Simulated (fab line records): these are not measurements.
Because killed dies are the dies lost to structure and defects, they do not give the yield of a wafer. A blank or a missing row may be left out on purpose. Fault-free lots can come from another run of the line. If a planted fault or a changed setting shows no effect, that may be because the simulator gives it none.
Which tool was responsible? + flow gf180mcu + 6 lots, 18 wafers sampled, at 3 steps of a route of 602

WHAT THE GAUGES READ, wafer by wafer
GF_NWELL_TW_MEAS_11.
| lot  | measured    | on           | NWELL_TW       |
|------|-------------|--------------|----------------|
| L901 | day 3 13:37 | filmMetro-04 | 1572 1572 1581 |
| L903 | day 3 23:56 | filmMetro-01 | 1562 1568 1563 |
| L906 | day 4 16:35 | filmMetro-04 | 1585 1586 1584 |
| L908 | day 5 03:08 | filmMetro-01 | 1562 1563 1567 |
| L919 | day 7 14:30 | filmMetro-02 | 1526 1526 1530 |
| L921 | day 8 02:47 | filmMetro-02 | 1560 1574 1567 |

EACH LOT AND THE TOOL THAT RAN IT (in order: tool; ch and the chambers of the sampled wafers; start)
| lot  | GF_STI_STRIP_15                    | GF_NWELL_IMPLANT_09            |
|------|------------------------------------|--------------------------------|
| L901 | plasmaAsher-02 ch 0,1, day 2 08:20 | implanter-04 ch 0, day 3 13:22 |
| L903 | plasmaAsher-02 ch 0,1, day 2 16:32 | implanter-03 ch 0, day 3 23:43 |
| L906 | plasmaAsher-02 ch 0,1, day 3 08:59 | implanter-01 ch 0, day 4 16:20 |
| L908 | plasmaAsher-02 ch 0,1, day 3 18:34 | implanter-04 ch 0, day 5 02:55 |
| L919 | plasmaAsher-02 ch 0,1, day 6 03:50 | implanter-04 ch 0, day 7 14:16 |
| L921 | plasmaAsher-03 ch 0,1, day 6 14:22 | implanter-03 ch 0, day 8 02:32 |
- GF_STI_STRIP_15: strips in O2/N2.
- GF_NWELL_IMPLANT_09

THE ANSWER, worked out from the rows above alone
Rule: what is usual is taken from the lots themselves. The widest of any qualifying gaps counts: lots, ordered by their means at a reading, are off when they make up no more than a third of the lots, leave a main group of 4 or more, and stand apart from it by 3 or more times the standard deviation of that group's means. A main group whose means are all the same, to the digits that the tables above print for the reading, isn't used. A lot without any number at a reading at which 4 lots or more have one is off too. The other lots that the step has rows for count as sound.
Off: L919, seen at GF_NWELL_TW_MEAS_11 (NWELL_TW). Main group: mean 1571, sd 8.
If a tool, at a process step before that reading, ran all the lots that are off and no sound lot after the first of them, it fits. The gauges at GF_NWELL_TW_MEAS_11 are tried like those tools. Can't be told from this: 2 tools fit, plasmaAsher-02 at GF_STI_STRIP_15, implanter-04 at GF_NWELL_IMPLANT_09.

WHAT THE SIMULATOR HAD INSERTED
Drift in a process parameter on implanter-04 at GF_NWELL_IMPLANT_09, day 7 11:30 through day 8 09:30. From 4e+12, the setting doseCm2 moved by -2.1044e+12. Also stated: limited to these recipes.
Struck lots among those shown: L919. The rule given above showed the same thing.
